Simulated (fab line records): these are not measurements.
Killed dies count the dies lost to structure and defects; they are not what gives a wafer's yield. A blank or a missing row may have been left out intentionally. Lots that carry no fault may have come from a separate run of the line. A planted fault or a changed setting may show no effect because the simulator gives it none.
fab line records	flow sky130
record: lots: 6	wafers: 17	last-day: 49
route steps=708 shown VIA3@581 PAD_OPEN@708
lots untouched by any fault: they come from a run of this same line in which no faults occurred
start-h: hours from the record's first day to the start of the lot's first wafer shown	wait-h: how many hours have passed since the lot's step before this one	" repeats the value in the row above	L1.1+2: a row that stands for several wafers	- no value present, or no start provided	* or withheld: withheld	< > ~ a bound
route shown NAME@n: NAME is a module with steps in the file, n the number in the route of the first one	usual: the fault-free wafers' mean and standard deviation	same: alike in all rows	chamber/n: place in a boat	sites: the reading at each site	_std_site: the values' standard deviation	_edge_site: the outer-site mean with the inner-site mean subtracted	radius-mm: for every site, how far away it sits from the centre of the wafer	mask NAME#n: copy n	behind: the most recent tool/chamber to have shaped the wafer	hold: cause of the lot's hold/its duration in hours/its outcome	device: the n, p or np transistor that did not switch	end of line: tests run on the same wafers once the route is complete	for a step that has no rows: nothing shown but its recipe	killed: count of dies lost to structure and defects at first sort (not the wafer's yield)	map: a wafer's dies, marking killed ones x, the rest . and places with no die _
set.NAME: setting as actually run; set.NAME@STEP: the setting as run at that earlier step	model.NAME: the simulator's own value behind a step, which no gauge read
lots at selected steps of the route; one table per step, one row per wafer
services: a tool's chamber out of use, with start hour (start-h, from the record's first day; less than 0 if before it), hours out, and reason
== steps ==
step: SKY_VIA3_SOFTBAKE_08
recipe: temp-c: 100	time-s: 90	resist: KrF-thick
step: SKY_VIA3_EXPOSE_09
recipe: mask-id: VIM3	na: 0.8	source-shape: annular	sigma-inner: 0.55	sigma-outer: 0.85	target-cd-nm: 200	dose-mj: 38
step: SKY_VIA3_PEB_10
recipe: peb-temp-c: withheld	peb-time-s: withheld	resist: KrF-thick
step: SKY_VIA3_DEVELOP_11
recipe: develop-time-s: 60	resist: KrF-thick	dev-temp-c: 21
step: SKY_VIA3_CD_MEAS_12
recipe: target-cd-nm: 200
usual: cd-nm: 200.3/1.5
lot.wafer	tool	chamber	start-h	wait-h	cd-nm
L110.1	cd-sem-01	-	947.22	-	200.0
L110.2	"	-	"	"	200.0
L110.5	"	-	"	"	201.1
L114.1	cd-sem-01	-	973.04	-	202.7
L114.2	"	-	"	"	204.1
L114.4	"	-	"	"	202.6
L115.1	cd-sem-02	-	984.49	-	199.8
L115.3	"	-	"	"	197.9
L115.4	"	-	"	"	198.6
L117.2	cd-sem-02	-	991.26	-	201.8
L117.3	"	-	"	"	200.7
L117.5	"	-	"	"	201.7
L125.4	cd-sem-02	-	1044.28	-	200.6
L125.5	"	-	"	"	199.2
L127.3	cd-sem-02	-	1059.71	-	198.8
L127.4	"	-	"	"	197.8
L127.5	"	-	"	"	197.2
step: SKY_VIA3_OVL_MEAS_13
usual: VIA3_OVL: -1/5.2
lot.wafer	tool	chamber	start-h	wait-h	VIA3_OVL[nm]
L110.1	overlay-02	-	947.34	0.1	-2
L110.2	"	-	"	"	-5
L110.5	"	-	"	"	-1
L114.1	overlay-02	-	973.16	0.1	1
L114.2	"	-	"	"	15
L114.4	"	-	"	"	4
L115.1	overlay-01	-	984.61	0.1	2
L115.3	"	-	"	"	6
L115.4	"	-	"	"	7
L117.2	overlay-01	-	991.37	0.1	-3
L117.3	"	-	"	"	5
L117.5	"	-	"	"	-1
L125.4	overlay-02	-	1044.36	0.1	1
L125.5	"	-	"	"	-1
L127.3	overlay-02	-	1059.81	0.1	-1
L127.4	"	-	"	"	-6
L127.5	"	-	"	"	4
step: SKY_VIA3_ETCH_14
recipe: chemistry: N2/H2	target: BARC	ion-energy-ev: 200	source-w: 500	bias-w: 100	pressure-mtorr: 30	n2-flow-sccm: 100	h2-flow-sccm: 200	stop-on: SiO2	time-s: 45.9	target-depth-a: 600
usual: bias-w: 100.0/0.31	drypump-motor-current-A: 5.6/0.45	oes-product-au: 0.854/0.0048	throttle-valve-pct: 13.223/0.01
lot.wafer	tool	chamber	start-h	wait-h	bias-w	drypump-motor-current-A	oes-product-au	rf-hours-counter-h	throttle-valve-pct
L110.1	rie-diel-02	1	947.38	0.0	100.0	5.5	0.855	18	13.231
L110.2	"	3	"	"	100.0	5.7	0.853	2	13.214
L110.5	"	1	"	"	100.3	5.5	0.861	-	13.237
L114.1	rie-diel-02	1	973.20	0.0	100.2	5.4	0.855	19	13.208
L114.2	"	0	"	"	100.0	6.5	0.847	3	13.241
L114.4	"	3	"	"	99.9	5.7	0.855	3	13.222
L115.1	rie-diel-01	1	984.65	0.0	100.4	5.3	0.850	1	13.228
L115.3	"	2	"	"	100.2	5.8	0.863	8	13.219
L115.4	"	0	"	"	100.1	5.0	0.859	19	13.211
L117.2	rie-diel-01	2	991.40	0.0	100.4	5.8	0.855	9	13.225
L117.3	"	3	"	"	100.0	5.0	0.856	11	13.238
L117.5	"	2	"	"	100.2	5.8	0.853	-	13.231
L125.4	rie-diel-02	0	1044.38	0.0	100.6	6.5	0.854	6	13.235
L125.5	"	1	"	"	100.6	5.4	0.858	-	13.217
L127.3	rie-diel-01	3	1059.83	0.0	100.3	5.0	0.850	13	13.212
L127.4	"	1	"	"	99.9	5.2	0.852	3	13.234
L127.5	"	2	"	"	100.0	5.8	0.851	-	13.216
step: SKY_VIA3_ETCH_15
recipe: target: SiO2	chemistry: C4F8/O2/Ar	target-depth-nm: 507	stop-on: TiN	mask-material: KrF-thick	source-w: 1500	bias-w: 1200	pressure-mtorr: 40	c4f8-flow-sccm: withheld	O2_flow_sccm: 6	Ar_flow_sccm: 300	time-s: 78
usual: bias-w: 1201/3.4	oes-product-au: 0.946/0.0041
lot.wafer	tool	chamber	start-h	wait-h	bias-w	oes-product-au	rf-hours-counter-h
L110.1	rie-diel-02	1	947.42	0.0	1202	0.943	18
L110.2	"	3	"	"	1200	0.938	2
L110.5	"	1	"	"	1193	0.949	-
L114.1	rie-diel-02	1	973.24	0.0	1195	0.942	19
L114.2	"	0	"	"	1200	0.944	3
L114.4	"	3	"	"	1204	0.948	3
L115.1	rie-diel-01	1	984.69	0.0	1201	0.942	1
L115.3	"	2	"	"	1196	0.952	9
L115.4	"	0	"	"	1202	0.954	19
L117.2	rie-diel-01	2	991.44	0.0	1203	0.949	9
L117.3	"	3	"	"	1201	0.943	11
L117.5	"	2	"	"	1204	0.939	-
L125.4	rie-diel-02	0	1044.42	0.0	1200	0.949	6
L125.5	"	1	"	"	1205	0.952	-
L127.3	rie-diel-01	3	1059.87	0.0	1199	0.953	13
L127.4	"	1	"	"	1199	0.946	3
L127.5	"	2	"	"	1199	0.945	-
step: SKY_VIA3_STRIP_16
recipe: chemistry: O2/N2	power-w: 1400	pressure-mtorr: 1500	platen-temp-c: withheld	o2-flow-sccm: 3000	n2-flow-sccm: 300	overash-fraction: 0.5
usual: drypump-motor-current-A: 5.8/0.31	o2-flow-sccm: 3001/8.9	oes-product-au: 0.402/0.0049	strip-time-to-endpoint-s: 4.125/0.024
same: overash-fraction: 0.5
lot.wafer	tool	chamber	start-h	wait-h	drypump-motor-current-A	o2-flow-sccm	oes-product-au	rf-hours-counter-h	strip-time-to-endpoint-s
L110.1	plasma-asher-03	1	947.48	0.0	6.2	2997	0.402	112	4.106
L110.2	"	0	"	"	6.0	3007	0.403	112	4.101
L110.5	"	1	"	"	6.2	3000	0.401	-	4.115
L114.1	plasma-asher-01	1	973.30	0.0	6.0	2990	0.401	55	4.116
L114.2	"	0	"	"	5.4	3015	0.398	55	4.133
L114.4	"	0	"	"	5.4	3010	0.408	-	4.123
L115.1	plasma-asher-01	0	984.75	0.0	5.4	3015	0.405	56	4.121
L115.3	"	1	"	"	6.0	2994	0.405	-	4.078
L115.4	"	0	"	"	5.4	3007	0.405	-	4.121
L117.2	plasma-asher-02	0	991.50	0.0	5.8	3002	0.403	24	4.120
L117.3	"	0	"	"	5.8	3000	0.403	-	4.114
L117.5	"	0	"	"	5.8	2994	0.395	-	4.139
L125.4	plasma-asher-03	0	1044.52	0.1	6.0	2995	0.404	-	4.123
L125.5	"	1	"	"	6.2	3003	0.398	-	4.118
L127.3	plasma-asher-02	1	1059.97	0.1	5.4	3000	0.401	-	4.138
L127.4	"	0	"	"	5.7	2994	0.400	-	4.185
L127.5	"	0	"	"	5.7	2994	0.400	-	4.130
step: SKY_VIA3_STRIP_17
recipe: chemistry: post-etch-residue-remover	time-s: 1200	temp-c: 72.5
step: SKY_VIA3_CLEAN_18
recipe: chemistry: IPA	time-s: 180	temp-c: 25
step: SKY_VIA3_CLEAN_19
recipe: chemistry: O3/DIW	dry: n2-spin
step: SKY_VIA3_SPUTTER_20
recipe: material: TiN	target-thk-nm: 20	chamber-pressure-pa: 5	power-w: 4000	time-s: 80
usual: throttle-valve-pct: 29.7/0.64
lot.wafer	tool	chamber	start-h	wait-h	throttle-valve-pct	model.TiN_of_VIA3_SPUTTER_20.thk-nm
L110.1	pvd-sputter-03	-	948.07	0.0	28.6	20.12
L110.2	"	-	"	"	29.8	19.94
L110.5	"	-	"	"	29.7	19.92
L114.1	pvd-sputter-01	-	974.32	0.0	29.6	19.95
L114.2	"	-	"	"	28.8	20.15
L114.4	"	-	"	"	29.0	20.2
L115.1	pvd-sputter-03	-	985.37	0.0	28.6	20.25
L115.3	"	-	"	"	30.4	20.21
L115.4	"	-	"	"	30.0	20.1
L117.2	pvd-sputter-01	-	992.13	0.0	29.7	20.17
L117.3	"	-	"	"	29.9	19.94
L117.5	"	-	"	"	29.8	19.87
L125.4	pvd-sputter-01	-	1045.17	0.0	29.6	32.4
L125.5	"	-	"	"	29.9	20.08
L127.3	pvd-sputter-01	-	1060.52	0.0	28.9	32.14
L127.4	"	-	"	"	29.1	32.43
L127.5	"	-	"	"	30.0	19.81
step: SKY_VIA3_CVD_21
recipe: material: W	target-thk-nm: 390	time-s: 117.31	temp-c: 400	pressure-torr: 40
usual: chamber-pressure-Torr: 40.00/0.081	heater-power-w: 846/90
lot.wafer	tool	chamber	start-h	wait-h	chamber-pressure-Torr	heater-power-w
L110.1	cvd-w-02	0	948.13	0.0	40.05	748
L110.2	"	1	"	"	40.02	985
L110.5	"	0	"	"	39.87	763
L114.1	cvd-w-01	0	974.38	0.0	39.97	770
L114.2	"	1	"	"	39.96	851
L114.4	"	0	"	"	40.04	762
L115.1	cvd-w-02	1	985.43	0.0	39.94	987
L115.3	"	0	"	"	40.14	768
L115.4	"	1	"	"	39.98	985
L117.2	cvd-w-01	0	992.19	0.0	40.01	770
L117.3	"	0	"	"	40.05	787
L117.5	"	1	"	"	39.98	859
L125.4	cvd-w-02	0	1045.27	0.1	39.93	748
L125.5	"	0	"	"	39.92	749
L127.3	cvd-w-02	1	1060.63	0.1	39.98	983
L127.4	"	0	"	"	39.95	760
L127.5	"	0	"	"	39.88	764
step: SKY_PAD_OPEN_PROBE_99
usual: defect-limited-yield: 82.3/2	killed_at_M0_to_M3: 44/7	killed_at_M4_up: 3.1/1.8	killed-at-contacts: 25/5.1	killed-at-front-end: 15/4.3	killed-at-other: 0.3/0.61	killed-dies: 87/9.8	killed-open: 48/7	killed-short: 38/6.3	sort_bin_3_pad_short: 0.9/0.39	sort_bin_5_function: 10.3/1.5	sort_bin_6_memory: 6.5/1.2	sort-n-pass: 405/9.8	sort-yield-pct: 82.3/2
same: gross-dies: 492	killed-at-back-side: 0	sort_bin_4_leakage[%]: 0	sort_bin_8_speed[%]: 0
lot.wafer	tool	chamber	start-h	wait-h	defect-limited-yield[%]	killed_at_M0_to_M3	killed_at_M4_up	killed-at-contacts	killed-at-front-end	killed-at-other	killed-dies	killed-open	killed-short	sort_bin_3_pad_short[%]	sort_bin_5_function[%]	sort_bin_6_memory[%]	sort-n-pass	sort-yield-pct[%]
L110.1	prober-02	-	1091.84	0.1	81.3	41	3	30	18	0	92	51	41	0.6	11.4	6.7	400	81.3
L110.2	prober-02	-	1091.89	0.1	84.8	35	8	15	17	0	75	39	36	1.0	8.7	5.5	417	84.8
L110.5	prober-02	-	1092.04	0.2	82.1	40	1	32	15	0	88	43	45	1.0	9.8	7.1	404	82.1
L114.1	prober-02	-	1114.07	0.1	82.1	47	3	22	15	1	88	44	43	0.8	10.8	6.3	404	82.1
L114.2	prober-02	-	1114.12	0.1	80.5	50	3	25	18	0	96	45	50	1.2	13.6	4.7	396	80.5
L114.4	prober-02	-	1114.22	0.2	84.8	27	4	27	17	0	75	47	28	0.2	8.5	6.5	417	84.8
L115.1	prober-01	-	1122.29	0.1	83.5	43	5	21	12	0	81	41	40	0.6	11.2	4.7	411	83.5
L115.3	prober-01	-	1122.39	0.2	82.7	39	1	30	15	0	85	44	40	2.0	9.8	5.5	407	82.7
L115.4	prober-01	-	1122.44	0.2	80.9	49	3	20	22	0	94	44	50	1.0	10.4	7.7	398	80.9
L117.2	prober-01	-	1129.51	0.1	80.5	47	0	28	21	0	96	51	45	1.4	8.9	9.1	396	80.5
L117.3	prober-01	-	1129.56	0.2	86.2	37	0	21	9	1	68	40	28	1.4	6.9	5.5	424	86.2
L117.5	prober-01	-	1129.66	0.2	83.5	40	5	22	14	0	81	43	38	1.0	9.1	6.3	411	83.5
L125.4	prober-01	-	1170.89	0.2	78.3	57	1	32	16	1	107	67	40	0.8	13.8	7.1	385	78.3
L125.5	prober-01	-	1170.94	0.2	82.7	34	3	34	14	0	85	47	37	1.4	9.3	6.5	407	82.7
L127.3	prober-01	-	1182.69	0.2	85.4	38	3	23	7	1	72	39	33	0.4	8.9	5.3	420	85.4
L127.4	prober-01	-	1182.74	0.2	82.1	47	1	24	16	0	88	43	45	1.4	9.8	6.7	404	82.1
L127.5	prober-01	-	1182.79	0.2	85.8	34	2	21	13	0	70	36	34	1.0	8.5	4.7	422	85.8
killed by level:class
L110.1 CONTACT:geometric-particle:open=10 VIA2:geometric-particle:open=9 LI_CONTACT:geometric-particle:open=8 POLY_GATE:geometric-particle:open=7 VIA1:geometric-particle:short=7 VIA1:geometric-particle:open=6 LOCAL_INTERCONNECT:geometric-particle:short=4 LI_CONTACT:geometric-particle:short=4
L110.2 VIA1:geometric-particle:open=9 METAL4:geometric-particle:short=8 FIELD_ISO:geometric-particle:short=5 LI_CONTACT:geometric-particle:open=5 METAL1:geometric-particle:short=5 FIELD_ISO:geometric-particle:open=4 POLY_GATE:geometric-particle:open=4 METAL1:geometric-particle:open=4
L110.5 LI_CONTACT:geometric-particle:open=8 LOCAL_INTERCONNECT:geometric-particle:short=7 CONTACT:geometric-particle:open=7 VIA1:geometric-particle:open=6 METAL1:geometric-particle:short=6 VIA3:geometric-particle:open=6 FIELD_ISO:geometric-particle:short=5 LI_CONTACT:geometric-particle:short=5
L114.1 METAL1:geometric-particle:short=9 VIA2:geometric-particle:open=8 VIA1:geometric-particle:open=8 LI_CONTACT:geometric-particle:open=8 CONTACT:geometric-particle:open=8 METAL2:geometric-particle:short=5 POLY_GATE:geometric-particle:short=4 VIA1:geometric-particle:short=4
L114.2 LOCAL_INTERCONNECT:geometric-particle:short=10 VIA2:geometric-particle:open=9 VIA1:geometric-particle:open=8 CONTACT:geometric-particle:open=7 VIA1:geometric-particle:short=7 VIA3:geometric-particle:open=6 METAL1:geometric-particle:short=5 POLY_GATE:geometric-particle:open=5
L114.4 CONTACT:geometric-particle:open=12 LI_CONTACT:geometric-particle:open=9 VIA1:geometric-particle:short=7 VIA1:geometric-particle:open=7 FIELD_ISO:geometric-particle:open=6 FIELD_ISO:geometric-particle:short=5 LOCAL_INTERCONNECT:geometric-particle:short=4 VIA3:geometric-particle:open=3
L115.1 CONTACT:geometric-particle:open=9 VIA1:geometric-particle:short=7 VIA2:geometric-particle:open=7 LI_CONTACT:geometric-particle:open=6 METAL1:geometric-particle:short=5 METAL3:geometric-particle:short=5 VIA3:geometric-particle:open=5 VIA1:geometric-particle:open=4
L115.3 CONTACT:geometric-particle:open=10 LI_CONTACT:geometric-particle:open=8 VIA1:geometric-particle:open=8 FIELD_ISO:geometric-particle:short=7 LOCAL_INTERCONNECT:geometric-particle:short=7 VIA2:geometric-particle:open=7 VIA3:geometric-particle:open=6 METAL1:geometric-particle:short=5
L115.4 VIA3:geometric-particle:open=11 METAL2:geometric-particle:short=9 VIA2:geometric-particle:open=7 POLY_GATE:geometric-particle:short=6 POLY_GATE:geometric-particle:open=6 CONTACT:geometric-particle:open=6 LOCAL_INTERCONNECT:geometric-particle:short=5 CONTACT:geometric-particle:short=5
L117.2 VIA1:geometric-particle:open=12 CONTACT:geometric-particle:open=8 METAL2:geometric-particle:short=7 LI_CONTACT:geometric-particle:open=7 VIA2:geometric-particle:open=7 FIELD_ISO:geometric-particle:open=6 LOCAL_INTERCONNECT:geometric-particle:short=6 VIA1:geometric-particle:short=6
L117.3 VIA1:geometric-particle:open=9 LI_CONTACT:geometric-particle:open=6 VIA2:geometric-particle:open=6 LOCAL_INTERCONNECT:geometric-particle:short=5 METAL1:geometric-particle:short=5 FIELD_ISO:geometric-particle:short=4 CONTACT:geometric-particle:open=4 VIA3:geometric-particle:open=4
L117.5 VIA1:geometric-particle:open=11 VIA2:geometric-particle:open=9 CONTACT:geometric-particle:open=7 LI_CONTACT:geometric-particle:short=5 LI_CONTACT:geometric-particle:open=5 VIA1:geometric-particle:short=5 POLY_GATE:geometric-particle:short=4 CONTACT:geometric-particle:short=4
L125.4 LI_CONTACT:geometric-particle:open=15 METAL2:geometric-particle:short=13 VIA1:geometric-particle:open=12 CONTACT:geometric-particle:open=9 VIA2:geometric-particle:open=7 FIELD_ISO:geometric-particle:short=6 FIELD_ISO:geometric-particle:open=5 VIA1:geometric-particle:short=5
L125.5 CONTACT:geometric-particle:open=13 LI_CONTACT:geometric-particle:open=11 VIA1:geometric-particle:open=9 CONTACT:geometric-particle:short=7 VIA1:geometric-particle:short=5 VIA2:geometric-particle:open=5 FIELD_ISO:geometric-particle:short=3 FIELD_ISO:geometric-particle:open=3
L127.3 CONTACT:geometric-particle:open=8 VIA1:geometric-particle:open=8 VIA1:geometric-particle:short=7 LI_CONTACT:geometric-particle:open=6 VIA3:geometric-particle:open=5 VIA3:geometric-particle:short=5 METAL1:geometric-particle:short=4 CONTACT:geometric-particle:short=3
L127.4 VIA1:geometric-particle:open=9 CONTACT:geometric-particle:open=8 VIA1:geometric-particle:short=8 LOCAL_INTERCONNECT:geometric-particle:short=7 METAL1:geometric-particle:short=7 VIA3:geometric-particle:open=5 FIELD_ISO:geometric-particle:short=5 METAL2:geometric-particle:short=5
L127.5 VIA1:geometric-particle:open=8 LI_CONTACT:geometric-particle:open=6 CONTACT:geometric-particle:short=5 VIA1:geometric-particle:short=5 VIA3:geometric-particle:open=5 FIELD_ISO:geometric-particle:open=4 METAL1:geometric-particle:short=4 VIA2:geometric-particle:open=4
== services ==
tool	chamber	start-h	hours	kind
rie-diel-01	1	933.60	-	clean
rie-diel-01	1	933.60	21.8	scheduled-down
rie-diel-01	1	933.60	21.8	vent-cycle
pvd-sputter-01	3	943.44	-	consumable-replace:kit
pvd-sputter-01	3	943.44	18.0	scheduled-down
pvd-sputter-01	3	943.44	18.0	vent-cycle
cvd-w-02	-	953.39	1.9	repair
rie-diel-01	1	971.73	6.4	repair
rie-diel-01	0	999.77	8.9	repair
plasma-asher-01	-	1006.28	4.5	repair
pvd-sputter-03	-	1023.47	59.0	repair
plasma-asher-02	-	1053.40	0.8	repair
plasma-asher-03	-	1055.27	9.0	pm
plasma-asher-03	0	1055.27	9.0	vent-cycle
plasma-asher-03	1	1055.27	9.0	vent-cycle
== key ==
first-sign none at tools or gauges
model-effect: step: SKY_VIA3_SPUTTER_20	value: TiN_of_VIA3_SPUTTER_20.thk-nm	without: 19.94	struck: 32.33
met-at SKY_VIA3_SPUTTER_20
struck-wafers L125.4,L127.3,L127.4
onset-between 992.13 1045.17
fault: kind: process-parameter-drift	tool: pvd-sputter-01	chamber: -	onset-h: 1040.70	steps: SKY_VIA3_SPUTTER_20	channel: target-thk-nm	offset: 12.381	shape: step	end-h: 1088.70	scope: struck-wafers-only	acts-in: these-recipes-only	stated: 20
